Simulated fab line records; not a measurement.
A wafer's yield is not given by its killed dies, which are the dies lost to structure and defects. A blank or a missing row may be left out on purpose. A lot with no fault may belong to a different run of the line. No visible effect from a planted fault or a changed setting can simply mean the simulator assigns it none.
One fault seen from 2 desks / flow gf180mcu / each desk holds nothing but its own numbers, with what lay behind them at the end

METROLOGY DESK
Lot by lot, what the gauges showed, no matter which tool ran the lot: averages of those sampled wafers that carry a number. Any lot whose mean is over 4 standard deviations away from the usual mean is out of limits and marked OUT; that distance is given in the brackets. 7 of its 9 readings are shown, namely those furthest out on some lot.
Columns: A = V2_W_RS at GF_V2_RS_MEAS_24, usual 0.327 ohm/sq; B = V2_W_THK at GF_V2_THK_MEAS_25, usual 350 nm; C = M3_ALCU_RS at GF_M3_RS_MEAS_05, usual 0.0692 ohm/sq; D = M3_ALCU_THK at GF_M3_THK_MEAS_06, usual 446 nm; E = cd-nm at GF_M3_CD_MEAS_14, usual 280.1 nm; F = V3_CVD_02_THK at GF_V3_THK_MEAS_03, usual 849 nm; G = V3_BOW at GF_V3_BOW_MEAS_05, usual 119 um
lot=L757; first seen here=day 20 13:22; A=0.321; B=356; C=0.0693; D=444; E=279.9; F=846; G=113
lot=L758; first seen here=day 20 23:08; A=0.324; B=349; C=0.0694; D=444; E=279.5; F=844; G=124
lot=L768; first seen here=day 24 16:20; A=0.325; B=351; C=0.0680; D=453; E=281.4; F=836; G=119
lot=L776; first seen here=day 27 04:58; A=0.337; B=341; C=0.0688; D=439; E=280.3; F=829; G=114
lot=L777; first seen here=day 27 12:53; A=0.317; B=361; C=0.0697; D=431; E=281.7; F=848; G=120
lot=L778; first seen here=day 27 21:50; A=0.334; B=342; C=0.0683; D=452; E=281.5; F=860; G=118
lot=L779; first seen here=day 27 22:34; A=0.318; B=365; C=0.0692; D=436; E=278.4; F=857; G=102
This desk's verdict: no lot among the 7 shows anything out of limits.

TOOL OWNER'S DESK, pvd-sputter-01
At GF_M3_SPUTTER_04 (material TiN, target thk 50 nm, time 41.7 s) the tool's own readings: per lot run on this tool, the mean of the sampled wafers that have a number. Any lot whose mean is over 4 standard deviations away from the usual mean is out of limits and marked OUT; that distance is given in the brackets.
Columns: A = cathode-dc-power-W at GF_M3_SPUTTER_04, usual 6500.1 W; B = throttle-valve-pct at GF_M3_SPUTTER_04, usual 29.8 %
lot=L757; first seen here=day 20 14:02; A=6500.5; B=30.5
lot=L758; first seen here=day 20 23:48; A=6499.1; B=30.4
lot=L776; first seen here=day 27 05:35; A=8092.5 (+99 or more) OUT; B=31.8
lot=L777; first seen here=day 27 13:32; A=8093.1 (+99 or more) OUT; B=31.5
lot=L779; first seen here=day 27 23:08; A=8093.8 (+99 or more) OUT; B=31.7
Finding of this desk: L776, L777, L779 out of limits; the first was L776 at day 27 05:35, on cathode-dc-power-W at GF_M3_SPUTTER_04. Within limits: L757, L758.

PUT TOGETHER
An alarm could have come from the tool owner's desk at day 27 05:35, on L776, L777, L779.
At the metrology desk, nothing out of limits was observed.
The metrology desk has L776, L777, L779 on record, within its limits.
GF_M3_SPUTTER_04 was run on pvd-sputter-01 by each of the lots named.

WHAT THE SIMULATOR PUT IN
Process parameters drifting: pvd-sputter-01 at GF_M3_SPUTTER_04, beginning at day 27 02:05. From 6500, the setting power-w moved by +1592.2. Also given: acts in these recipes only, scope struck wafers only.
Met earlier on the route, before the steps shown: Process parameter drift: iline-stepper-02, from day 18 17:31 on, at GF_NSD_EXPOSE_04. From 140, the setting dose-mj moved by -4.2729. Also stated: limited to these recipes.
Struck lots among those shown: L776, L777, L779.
How many hours passed from the start of the fault until each desk's first out-of-limits reading: the tool owner's desk, 4.
